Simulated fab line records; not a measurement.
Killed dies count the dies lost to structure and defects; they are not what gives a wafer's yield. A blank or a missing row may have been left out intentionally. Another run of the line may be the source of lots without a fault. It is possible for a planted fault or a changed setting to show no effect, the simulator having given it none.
Chamber matching    flow sky130    rie-diel-03 running SKY_FIELD_ISO_ETCH_15: 4 sister chambers
The step etches the open film in CHF3/O2, stops on Si, target depth 180 nm, time 72 s. 8 wafers are shown with their chamber, then 6 later ones without.

## WAFERS WITH THEIR CHAMBER
wafer   chamber  drypump-motor-current-A (A)  rf-fwd-power-W (W)
L560.4  2        6.2                          597.4
L560.6  3        5.9                          594.7
L561.4  2        6.3                          593.7
L561.6  0        5.6                          592.5
L563.6  1        5.5                          599.3
L565.1  0        5.6                          594.5
L565.3  3        5.9                          595.2
L565.4  1        5.6                          595.5

## WAFERS WHOSE CHAMBER IS MISSING
wafer   drypump-motor-current-A (A)  rf-fwd-power-W (W)
L572.1  5.5                          596.1
L572.4  5.6                          591.9
L572.6  5.6                          592.3
L574.1  5.6                          599.1
L574.3  5.6                          598.7
L574.6  6.3                          589.9

## WHICH CHAMBER EACH WENT THROUGH
wafer   from the rows above      in truth
L572.1  can't be placed: 1 or 0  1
L572.4  0                        0
L572.6  0                        0
L574.1  can't be placed: 1 or 0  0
L574.3  can't be placed: 1 or 0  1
L574.6  2                        2
Correctly placed: 3 of 6. These rows do not allow placing 3 (true chamber among the candidates in 3). Wrongly placed: 0.
How it was worked out, from the rows above alone: a wafer's distance from a chamber is the root of the sum, over the readings, of the square of ((its reading less the chamber's mean) divided by the reading's scatter). The wafer belongs to the nearest chamber; if the next one is less than 2 further off, it can't be placed. A chamber's mean is the mean of its shown wafers. How the scatter is found: for the shown wafers, subtract from each reading the mean of its chamber, square and add these, divide the total by (wafers less chambers), then take the root.
